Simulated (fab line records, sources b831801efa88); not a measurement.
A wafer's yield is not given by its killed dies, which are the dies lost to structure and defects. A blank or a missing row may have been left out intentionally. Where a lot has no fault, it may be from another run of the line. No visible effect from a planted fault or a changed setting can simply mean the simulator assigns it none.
fab line records ; flow sky130
record lots=14; wafers=42; last_day=50
route steps=708 shown CAP2M@606 METAL4@635 VIA4@651 METAL5@665
lots that met no fault: taken from a fault-free run of the same line
start_h: hours from the record's first day to the start of the lot's first wafer shown ; wait_h: hours since the lot's step before ; " as in the row above ; L1.1+2: several wafers, shown together as one row ; - either no value or no given start ; * or withheld: withheld ; < > ~ a bound
route shown NAME@n: a module of which the file shows steps, and the number in the route of the first ; usual: mean/standard deviation of fault-free wafers ; same: alike in all rows ; chamber/n: place in a boat ; sites: per-site readings ; _std_site: standard deviation across them ; _edge_site: inner sites' mean taken away from outer sites' mean ; radius_mm: how far each site lies from the wafer's centre ; mask NAME#n: copy n ; behind: the most recent tool/chamber to have shaped the wafer ; hold: why the lot went on hold/how many hours it stayed there/how the hold came to an end ; device: the transistor (n, p or np) that didn't switch ; end of line: the route-end tests of the same wafers ; a step given without rows: its recipe and nothing more ; killed: dies that structure and defects cost at the first sort, which is not the same as the wafer's yield ; map: shows each die of a wafer: x if killed, . if not, _ if none is there
set.NAME: the setting as run; set.NAME@STEP: as run at that earlier step ; model.NAME: the simulator's own value behind a step, which no gauge read
steps of the route over a sample of lots; a table a step, a row a wafer
services: a tool's chamber out of use, with start hour (start_h, from the record's first day; less than 0 if before it), hours out, and reason
## steps
# step SKY_CAP2M_RS_MEAS_03
# recipe thk_meas_gauge=four-point-probe; reads=TiN_of_CAP2M_SPUTTER_02
# usual CAP2M_TIN_RS=6.94/0.079
lot.wafer;tool;chamber;start_h;wait_h;CAP2M_TIN_RS[ohm/sq]
L322.3;film_metro-02;-;943.52;0.1;6.90
L322.4;film_metro-02;-;943.52;0.1;6.89
L322.6;film_metro-02;-;943.52;0.1;6.90
L321.1;film_metro-03;-;948.47;0.1;7.01
L321.2;film_metro-03;-;948.47;0.1;7.02
L321.4;film_metro-03;-;948.47;0.1;6.92
L329.1;film_metro-01;-;983.68;0.1;7.02
L329.3;film_metro-01;-;983.68;0.1;7.03
L329.5;film_metro-01;-;983.68;0.1;6.96
L330.1;film_metro-03;-;991.04;0.1;6.89
L330.2;film_metro-03;-;991.04;0.1;6.85
L330.6;film_metro-03;-;991.04;0.1;6.79
L333.3;film_metro-02;-;1007.40;0.1;7.05
L333.4;film_metro-02;-;1007.40;0.1;6.99
L333.6;film_metro-02;-;1007.40;0.1;7.04
L334.1;film_metro-03;-;1011.72;0.1;6.86
L334.4;film_metro-03;-;1011.72;0.1;6.87
L334.6;film_metro-03;-;1011.72;0.1;6.86
L335.1;film_metro-03;-;1027.60;0.1;7.14
L335.5;film_metro-03;-;1027.60;0.1;7.08
L335.6;film_metro-03;-;1027.60;0.1;7.17
L336.1;film_metro-03;-;1030.93;0.1;6.90
L336.3;film_metro-03;-;1030.93;0.1;7.02
L336.6;film_metro-03;-;1030.93;0.1;6.94
L337.3;film_metro-02;-;1039.38;0.1;6.91
L337.4;film_metro-02;-;1039.38;0.1;6.97
L337.6;film_metro-02;-;1039.38;0.1;6.95
L338.1;film_metro-03;-;1044.10;0.1;6.94
L338.4;film_metro-03;-;1044.10;0.1;6.98
L338.5;film_metro-03;-;1044.10;0.1;6.94
L339.2;film_metro-03;-;1048.94;0.1;6.90
L339.5;film_metro-03;-;1048.94;0.1;6.91
L339.6;film_metro-03;-;1048.94;0.1;6.91
L341.1;film_metro-01;-;1080.02;0.1;6.99
L341.4;film_metro-01;-;1080.02;0.1;6.97
L341.6;film_metro-01;-;1080.02;0.1;7.01
L343.3;film_metro-03;-;1080.54;0.1;7.01
L343.5;film_metro-03;-;1080.54;0.1;7.01
L343.6;film_metro-03;-;1080.54;0.1;7.02
L342.2;film_metro-02;-;1080.87;0.1;6.91
L342.5;film_metro-02;-;1080.87;0.1;6.78
L342.6;film_metro-02;-;1080.87;0.1;6.87
# step SKY_METAL4_STRIP_19
# recipe chemistry=O2/N2; power_w=1400; pressure_mtorr=1500; platen_temp_c=withheld; o2_flow_sccm=3000; n2_flow_sccm=300; overash_fraction=0.5
# usual drypump_motor_current_A=5.7/0.36; oes_product_au=0.502/0.0048; strip_time_to_endpoint_s=6.52/0.054
lot.wafer;tool;chamber;start_h;wait_h;drypump_motor_current_A;oes_product_au;rf_hours_counter_h;strip_time_to_endpoint_s
L322.3;plasma_asher-02;1;991.80;0.1;6.1;0.503;-;6.48
L322.4;plasma_asher-02;0;991.80;0.1;5.3;0.500;-;6.44
L322.6;plasma_asher-02;1;991.80;0.1;6.1;0.496;-;6.45
L321.1;plasma_asher-02;0;996.05;0.1;5.3;0.496;84;6.49
L321.2;plasma_asher-02;1;996.05;0.1;6.1;0.499;84;6.40
L321.4;plasma_asher-02;0;996.05;0.1;5.2;0.502;-;6.45
L329.1;plasma_asher-02;1;1030.40;0.3;6.1;0.502;88;6.57
L329.3;plasma_asher-02;0;1030.40;0.3;5.3;0.505;-;6.59
L329.5;plasma_asher-02;0;1030.40;0.3;5.3;0.502;-;6.54
L330.1;plasma_asher-01;1;1036.62;0.1;5.9;0.508;30;6.54
L330.2;plasma_asher-01;0;1036.62;0.1;5.7;0.497;30;6.49
L330.6;plasma_asher-01;0;1036.62;0.1;5.7;0.494;-;6.42
L333.3;plasma_asher-03;1;1053.89;0.1;5.2;0.500;-;6.61
L333.4;plasma_asher-03;0;1053.89;0.1;6.2;0.505;-;6.54
L333.6;plasma_asher-03;1;1053.89;0.1;5.2;0.510;-;6.57
L334.1;plasma_asher-02;0;1057.12;0.1;5.3;0.503;90;6.51
L334.4;plasma_asher-02;0;1057.12;0.1;5.3;0.496;-;6.45
L334.6;plasma_asher-02;0;1057.12;0.1;5.3;0.497;-;6.46
L335.1;plasma_asher-01;0;1072.61;0.1;5.7;0.507;34;6.56
L335.5;plasma_asher-01;1;1072.61;0.1;5.9;0.508;-;6.53
L335.6;plasma_asher-01;0;1072.61;0.1;5.7;0.499;-;6.46
L336.1;plasma_asher-03;1;1075.81;0.1;5.2;0.498;1;6.45
L336.3;plasma_asher-03;0;1075.81;0.1;6.2;0.499;-;6.49
L336.6;plasma_asher-03;1;1075.81;0.1;5.2;0.492;-;6.48
L337.3;plasma_asher-01;1;1084.15;0.1;5.9;0.498;-;6.50
L337.4;plasma_asher-01;0;1084.15;0.1;5.7;0.504;-;6.57
L337.6;plasma_asher-01;1;1084.15;0.1;5.9;0.495;-;6.50
L338.1;plasma_asher-01;0;1087.42;0.1;5.7;0.502;35;6.51
L338.4;plasma_asher-01;0;1087.42;0.1;5.7;0.499;-;6.43
L338.5;plasma_asher-01;1;1087.42;0.1;5.9;0.503;-;6.49
L339.2;plasma_asher-02;1;1092.17;0.1;6.1;0.509;93;6.54
L339.5;plasma_asher-02;1;1092.17;0.1;6.1;0.501;-;6.53
L339.6;plasma_asher-02;0;1092.17;0.1;5.3;0.507;-;6.54
L341.1;plasma_asher-01;1;1120.97;0.1;5.9;0.514;39;6.67
L341.4;plasma_asher-01;0;1120.97;0.1;5.7;0.498;-;6.62
L341.6;plasma_asher-01;1;1120.97;0.1;5.9;0.504;-;6.50
L343.3;plasma_asher-03;1;1121.60;0.1;5.2;0.498;-;6.60
L343.5;plasma_asher-03;1;1121.60;0.1;5.2;0.496;-;6.61
L343.6;plasma_asher-03;0;1121.60;0.1;6.2;0.512;-;6.53
L342.2;plasma_asher-02;0;1121.92;0.1;5.3;0.496;96;6.53
L342.5;plasma_asher-02;0;1121.92;0.1;5.3;0.503;-;6.51
L342.6;plasma_asher-02;1;1121.92;0.1;6.1;0.505;-;6.52
# step SKY_VIA4_ETCH_12
# recipe target=SiO2; chemistry=C4F8/O2/Ar; stop_on=TiN; mask_material=NOVOLAK; source_w=1500; bias_w=1200; pressure_mtorr=40; c4f8_flow_sccm=withheld; O2_flow_sccm=6; Ar_flow_sccm=300; time_s=withheld; target_depth_a=5800
# usual bias_w=1200/3.7; chamber_pressure_mTorr=40.00/0.033; oes_product_au=0.925/0.0048
lot.wafer;tool;chamber;start_h;wait_h;bias_w;chamber_pressure_mTorr;oes_product_au
L322.3;rie_diel-03;1;1015.47;0.0;1200;40.03;0.930
L322.4;rie_diel-03;0;1015.47;0.0;1204;39.97;0.920
L322.6;rie_diel-03;0;1015.47;0.0;1196;40.00;0.927
L321.1;rie_diel-01;1;1019.38;0.0;1196;39.91;0.925
L321.2;rie_diel-01;3;1019.38;0.0;1201;40.03;0.931
L321.4;rie_diel-01;2;1019.38;0.0;1201;39.97;0.924
L329.1;rie_diel-01;3;1053.73;0.0;-;-;-
L329.3;rie_diel-01;2;1053.73;0.0;-;-;-
L329.5;rie_diel-01;1;1053.73;0.0;-;-;-
L330.1;rie_diel-03;3;1059.47;0.0;-;-;-
L330.2;rie_diel-03;0;1059.47;0.0;-;-;-
L330.6;rie_diel-03;3;1059.47;0.0;-;-;-
L333.3;rie_diel-01;0;1075.63;0.0;1199;40.00;0.930
L333.4;rie_diel-01;1;1075.63;0.0;1204;39.97;0.917
L333.6;rie_diel-01;3;1075.63;0.0;1203;39.97;0.930
L334.1;rie_diel-01;1;1079.72;0.0;1199;40.02;0.924
L334.4;rie_diel-01;0;1079.72;0.0;1196;40.01;0.936
L334.6;rie_diel-01;2;1079.72;0.0;1206;40.02;0.923
L335.1;rie_diel-03;3;1095.01;0.0;1201;40.02;0.928
L335.5;rie_diel-03;3;1095.01;0.0;1197;39.99;0.932
L335.6;rie_diel-03;2;1095.01;0.0;1197;40.02;0.924
L336.1;rie_diel-03;2;1097.06;0.0;1201;40.01;0.922
L336.3;rie_diel-03;3;1097.06;0.0;1201;40.03;0.922
L336.6;rie_diel-03;1;1097.06;0.0;1198;40.01;0.929
L337.3;rie_diel-03;0;1105.03;0.0;1189;39.99;0.922
L337.4;rie_diel-03;2;1105.03;0.0;1203;39.96;0.929
L337.6;rie_diel-03;0;1105.03;0.0;1196;40.00;0.924
L338.1;rie_diel-01;1;1108.16;0.0;1197;40.01;0.918
L338.4;rie_diel-01;2;1108.16;0.0;1201;40.01;0.927
L338.5;rie_diel-01;3;1108.16;0.0;1199;39.99;0.928
L339.2;rie_diel-01;3;1113.32;0.0;1202;40.00;0.922
L339.5;rie_diel-01;2;1113.32;0.0;1197;40.01;0.921
L339.6;rie_diel-01;3;1113.32;0.0;1194;39.98;0.927
L341.1;rie_diel-01;3;1140.68;0.0;1205;40.00;0.925
L341.4;rie_diel-01;3;1140.68;0.0;1202;39.95;0.934
L341.6;rie_diel-01;2;1140.68;0.0;1199;40.03;0.921
L343.3;rie_diel-04;0;1141.36;0.0;1197;40.00;0.926
L343.5;rie_diel-04;3;1141.36;0.0;1211;39.99;0.929
L343.6;rie_diel-04;0;1141.36;0.0;1197;40.03;0.937
L342.2;rie_diel-01;3;1141.57;0.0;1202;40.05;0.930
L342.5;rie_diel-01;1;1141.57;0.0;1202;40.02;0.924
L342.6;rie_diel-01;3;1141.57;0.0;1204;40.03;0.921
# step SKY_VIA4_STRIP_13
# recipe chemistry=O2/N2; power_w=1400; pressure_mtorr=1500; platen_temp_c=withheld; o2_flow_sccm=3000; n2_flow_sccm=300; overash_fraction=0.5
# usual drypump_motor_current_A=5.75/0.3; oes_product_au=0.709/0.0047; strip_time_to_endpoint_s=12.800/0.026
lot.wafer;tool;chamber;start_h;wait_h;drypump_motor_current_A;oes_product_au;rf_hours_counter_h;strip_time_to_endpoint_s
L322.3;plasma_asher-01;1;1015.58;-;5.91;0.710;-;12.791
L322.4;plasma_asher-01;0;1015.58;-;5.72;0.704;-;12.801
L322.6;plasma_asher-01;1;1015.58;-;5.91;0.706;-;12.843
L321.1;plasma_asher-03;1;1019.45;-;5.16;0.709;125;12.828
L321.2;plasma_asher-03;0;1019.45;-;6.21;0.711;125;12.792
L321.4;plasma_asher-03;1;1019.45;-;5.16;0.718;-;12.820
L329.1;plasma_asher-01;0;1053.80;-;5.71;0.710;32;14.219
L329.3;plasma_asher-01;0;1053.80;-;5.70;0.711;-;14.183
L329.5;plasma_asher-01;0;1053.80;-;5.70;0.713;-;14.185
L330.1;plasma_asher-01;1;1059.55;-;5.90;0.712;32;14.234
L330.2;plasma_asher-01;0;1059.55;-;5.71;0.708;32;14.236
L330.6;plasma_asher-01;0;1059.55;-;5.71;0.718;-;14.234
L333.3;plasma_asher-04;0;1075.73;-;5.72;0.718;-;12.815
L333.4;plasma_asher-04;1;1075.73;-;5.72;0.708;-;12.770
L333.6;plasma_asher-04;0;1075.73;-;5.69;0.714;-;12.834
L334.1;plasma_asher-03;0;1079.80;-;6.21;0.706;1;12.782
L334.4;plasma_asher-03;1;1079.80;-;5.15;0.707;-;12.822
L334.6;plasma_asher-03;1;1079.80;-;5.16;0.712;-;12.823
L335.1;plasma_asher-04;1;1095.08;-;5.72;0.709;66;12.780
L335.5;plasma_asher-04;0;1095.08;-;5.69;0.715;-;12.784
L335.6;plasma_asher-04;1;1095.08;-;5.75;0.711;-;12.742
L336.1;plasma_asher-03;1;1097.13;-;5.16;0.713;3;12.799
L336.3;plasma_asher-03;0;1097.13;-;6.22;0.711;-;12.787
L336.6;plasma_asher-03;0;1097.13;-;6.21;0.713;-;12.780
L337.3;plasma_asher-04;1;1105.13;-;5.73;0.713;-;12.799
L337.4;plasma_asher-04;0;1105.13;-;5.66;0.708;-;12.804
L337.6;plasma_asher-04;0;1105.13;-;5.67;0.697;-;12.788
L338.1;plasma_asher-01;0;1108.23;-;5.71;0.710;37;12.772
L338.4;plasma_asher-01;1;1108.23;-;5.93;0.700;-;12.834
L338.5;plasma_asher-01;0;1108.23;-;5.73;0.713;-;12.827
L339.2;plasma_asher-01;1;1113.40;-;5.91;0.706;38;12.782
L339.5;plasma_asher-01;1;1113.40;-;5.90;0.704;-;12.778
L339.6;plasma_asher-01;0;1113.40;-;5.72;0.720;-;12.779
L341.1;plasma_asher-01;1;1140.75;-;5.91;0.710;41;12.804
L341.4;plasma_asher-01;0;1140.75;-;5.70;0.712;-;12.801
L341.6;plasma_asher-01;0;1140.75;-;5.71;0.707;-;12.792
L343.3;plasma_asher-03;1;1141.47;-;5.15;0.708;-;12.808
L343.5;plasma_asher-03;0;1141.47;-;6.21;0.704;-;12.797
L343.6;plasma_asher-03;1;1141.47;-;5.15;0.717;-;12.802
L342.2;plasma_asher-01;0;1141.65;-;5.71;0.714;41;12.789
L342.5;plasma_asher-01;1;1141.65;-;5.92;0.710;-;12.795
L342.6;plasma_asher-01;0;1141.65;-;5.69;0.703;-;12.790
# step SKY_METAL5_SPUTTER_04
# recipe material=TiN; target_thk_nm=70; power_w=6500; time_s=58.3; chamber_pressure_pa=0.4
# usual throttle_valve_pct=29.9/1.1
lot.wafer;tool;chamber;start_h;wait_h;throttle_valve_pct
L322.3;pvd_sputter-03;-;1016.95;0.0;28.8
L322.4;pvd_sputter-03;-;1016.95;0.0;30.9
L322.6;pvd_sputter-03;-;1016.95;0.0;31.1
L321.1;pvd_sputter-03;-;1020.86;0.0;30.9
L321.2;pvd_sputter-03;-;1020.86;0.0;30.6
L321.4;pvd_sputter-03;-;1020.86;0.0;28.6
L333.3;pvd_sputter-02;-;1077.11;0.0;28.8
L333.4;pvd_sputter-02;-;1077.11;0.0;29.4
L333.6;pvd_sputter-02;-;1077.11;0.0;29.2
L334.1;pvd_sputter-01;-;1081.22;0.0;31.4
L334.4;pvd_sputter-01;-;1081.22;0.0;29.1
L334.6;pvd_sputter-01;-;1081.22;0.0;29.3
L335.1;pvd_sputter-03;-;1096.54;0.0;29.4
L335.5;pvd_sputter-03;-;1096.54;0.0;30.9
L335.6;pvd_sputter-03;-;1096.54;0.0;31.2
L336.1;pvd_sputter-02;-;1098.63;0.0;28.7
L336.3;pvd_sputter-02;-;1098.63;0.0;31.7
L336.6;pvd_sputter-02;-;1098.63;0.0;31.7
L337.3;pvd_sputter-02;-;1107.00;0.0;28.9
L337.4;pvd_sputter-02;-;1107.00;0.0;31.5
L337.6;pvd_sputter-02;-;1107.00;0.0;31.5
L338.1;pvd_sputter-02;-;1109.73;0.0;28.7
L338.4;pvd_sputter-02;-;1109.73;0.0;32.0
L338.5;pvd_sputter-02;-;1109.73;0.0;28.9
L339.2;pvd_sputter-03;-;1114.86;0.0;29.3
L339.5;pvd_sputter-03;-;1114.86;0.0;30.9
L339.6;pvd_sputter-03;-;1114.86;0.0;31.4
L341.1;pvd_sputter-03;-;1142.16;0.0;28.7
L341.4;pvd_sputter-03;-;1142.16;0.0;29.5
L341.6;pvd_sputter-03;-;1142.16;0.0;28.8
L343.3;pvd_sputter-03;-;1142.86;0.0;28.9
L343.5;pvd_sputter-03;-;1142.86;0.0;28.7
L343.6;pvd_sputter-03;-;1142.86;0.0;29.8
L342.2;pvd_sputter-02;-;1143.13;0.0;29.1
L342.5;pvd_sputter-02;-;1143.13;0.0;29.0
L342.6;pvd_sputter-02;-;1143.13;0.0;31.4
## services
tool;chamber;start_h;hours;kind
pvd_sputter-01;-;969.70;1.8;repair
rie_diel-01;2;974.18;-;clean
rie_diel-01;2;974.18;-;consumable_replace:showerhead
rie_diel-01;2;974.18;17.7;scheduled_down
rie_diel-01;2;974.18;17.7;vent_cycle
pvd_sputter-01;-;974.84;60.0;repair
rie_diel-01;-;977.07;0.7;repair
plasma_asher-04;-;983.76;3.4;repair
rie_diel-03;-;988.10;2.8;pm
rie_diel-04;0;1005.33;13.8;repair
rie_diel-03;3;1029.42;5.6;repair
plasma_asher-02;-;1035.54;2.2;repair
plasma_asher-03;-;1055.25;9.0;pm
plasma_asher-03;0;1055.25;9.0;vent_cycle
rie_diel-03;-;1055.78;2.5;repair
plasma_asher-02;-;1080.32;8.5;repair
plasma_asher-02;-;1084.11;0.7;repair
pvd_sputter-02;-;1103.56;3.2;repair
rie_diel-04;0;1106.71;5.9;repair
rie_diel-04;-;1108.06;2.8;pm
rie_diel-03;-;1109.42;1.2;repair
rie_diel-01;-;1130.87;4.3;pm
rie_diel-01;1;1135.51;2.5;repair
rie_diel-01;0;1137.00;7.9;repair
## key
first_sign step=SKY_VIA4_ETCH_12; reading=tool_record; direction=missing
effect step=SKY_VIA4_STRIP_13; reading=strip_time_to_endpoint_s; direction=up; sigmas=55; usual=*; struck=*
met_at SKY_VIA4_ETCH_12
struck_lots L329,L330
later_rows_left_out L329.1,L329.3,L329.5,L330.1,L330.2,L330.6
sort_left_out L329.1,L329.3,L329.5,L330.1,L330.2,L330.6
not_acting_at SKY_CAP2M_RS_MEAS_03,SKY_METAL4_STRIP_19,SKY_METAL5_SPUTTER_04
onset_between 1019.38 1053.73
fault kind=skipped_step_whole; tool=rie_diel-01,rie_diel-03; chamber=-; onset_h=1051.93; steps=SKY_VIA4_ETCH_12; scope=struck_lots_only
# sort_left_out: the simulated sort isn't trusted on such a fault, so these wafers' sort isn't shown, and their yield isn't known
# later_rows_left_out: the simulator's readings of these wafers behind a module that went badly wrong aren't trusted and aren't shown, but for the sort
